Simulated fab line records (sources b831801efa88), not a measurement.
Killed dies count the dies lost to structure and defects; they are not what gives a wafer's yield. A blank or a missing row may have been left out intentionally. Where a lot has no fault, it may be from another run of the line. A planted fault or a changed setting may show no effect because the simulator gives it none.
Code-filled problem report in 8D (eight disciplines) form    flow sky130    the parts of the form that need people (team, actions taken, sign-off) are left out

== 1. THE PROBLEM ==
Mean LDD_HVP_OVL at SKY_LDD_HVP_OVL_MEAS_07: -68.5 nm over 6 wafers in 2 lots; fault-free wafers: -0.1 nm, standard deviation 1.3. Relative to the usual mean, that is a shift of -53 standard deviations.
Seen first at day 25 18:02 on overlay-02, wafer L660.2. The record has a number at this step for 21 wafers belonging to 7 lots. Rule for "out" (also "out of limits"): further than 4 standard deviations from the usual mean. The rest of the wafers with a number are treated as sound.

== 2. WHAT IT IS; WHAT IT IS NOT ==
question                     is                      is not
which readings at this step  LDD_HVP_OVL             -
which lots                   L660, L661              L649, L650, L651, L652, L662
which wafers of those lots   all that have a number  -
read on which gauges         overlay-02              overlay-01
when                         from day 25 18:02       up to then (12 sound wafers); but 3 sound wafers of L662 came after

== 3. SUSPECTS, AND WHAT RULES EACH OUT ==
Counting: any tool at a process step up to the reading is kept as a suspect provided that every lot that is out went through it and no sound lot did after the first of them.
- the gauge at SKY_LDD_HVP_OVL_MEAS_07: kept. All the wafers that are out were read on overlay-02, and no step on other tools shows them out.
- iline_stepper-02 at SKY_LDD_HVP_EXPOSE_04 (exposes mask HVPTM, target cd 700 nm): kept. It ran every lot that is out, first L660 (day 25 03:33), and no sound lot after that; its last sound lot up to then is L652 (day 22 00:28).
What counting leaves: iline_stepper-02 at SKY_LDD_HVP_EXPOSE_04 and overlay-02 at SKY_LDD_HVP_OVL_MEAS_07.

== 4. THE CAUSE (what the simulator had put in) ==
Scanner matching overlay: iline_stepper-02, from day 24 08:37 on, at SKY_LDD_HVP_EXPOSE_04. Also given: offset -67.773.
This tool is one of the 2 suspects left after counting.

== 5. THE CHAIN OF EFFECTS, in route order ==
One row per reading whose mean, taken over the struck wafers that have a number, lies over 3 standard deviations from the usual. Scope: only readings with a usual standard deviation given in the record; hours: median across lots of the time from each lot's start at the first step in this table that gives one to its start at this step; sigmas: change in usual standard deviations.
hours  step                     reading      usual    on struck wafers  change  sigmas
0      SKY_LDD_HVP_OVL_MEAS_07  LDD_HVP_OVL  -0.1 nm  -68.5             -68.4   -53

== 6. HOW IT WOULD HAVE BEEN CAUGHT EARLIER ==
In this record the first reading out of limits at a measuring or inspecting step was taken at day 25 18:02, 33 hours after the fault began at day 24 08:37.
By day 25 18:02, every lot that is out (2) had started SKY_LDD_HVP_EXPOSE_04 on iline_stepper-02. None of them would have been spared by holding the tool at that moment.
